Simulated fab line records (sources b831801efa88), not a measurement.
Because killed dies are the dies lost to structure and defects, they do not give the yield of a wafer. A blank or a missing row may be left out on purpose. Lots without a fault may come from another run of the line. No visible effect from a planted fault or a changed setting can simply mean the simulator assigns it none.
Matching of chambers	flow sky130	SKY_PASSIVATION_CVD_02 on pecvd-03 has 3 sister chambers
The step deposits Si3N4, target thk 540 nm. 6 wafers are shown with their chamber, then 7 later ones without.

## WAFERS WITH THEIR CHAMBER
wafer	chamber	heaterPowerW (W)	susceptorTempC (C)
L555.2	1	840	399.76
L557.2	2	846	400.00
L557.4	0	694	400.05
L557.6	1	689	400.03
L567.1	0	701	400.04
L567.2	2	744	400.07

## WAFERS WITHOUT THEIR CHAMBER
wafer	heaterPowerW (W)	susceptorTempC (C)
L567.6	603	399.79
L569.4	809	400.37
L569.5	689	400.12
L569.6	852	399.94
L570.1	624	399.67
L570.3	773	399.64
L570.4	802	399.93

## THE CHAMBER EACH PASSED THROUGH
wafer	from the rows above	in truth
L567.6	can't be placed: 1 or 0 or 2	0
L569.4	can't be placed: 2 or 0 or 1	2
L569.5	can't be placed: 0 or 2 or 1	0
L569.6	can't be placed: 2 or 1 or 0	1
L570.1	can't be placed: 1 or 0 or 2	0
L570.3	can't be placed: 1 or 2 or 0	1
L570.4	can't be placed: 1 or 2 or 0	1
Correct placement for 0 of the 7. These rows do not allow placing 7 (true chamber among the candidates in 7). Placed wrongly: 0.
How it was worked out, from the rows above alone: a wafer's distance from a chamber is the root of the sum, over the readings, of the square of ((its reading less the chamber's mean) divided by the reading's scatter). If the next closest chamber is less than 2 further off than the closest, the wafer can't be placed; otherwise it belongs to the closest. Each chamber's mean is taken over the wafers shown for it. The scatter: the root of (the sum of the squares of (reading less its chamber's mean) over the shown wafers, divided by (wafers less chambers)).
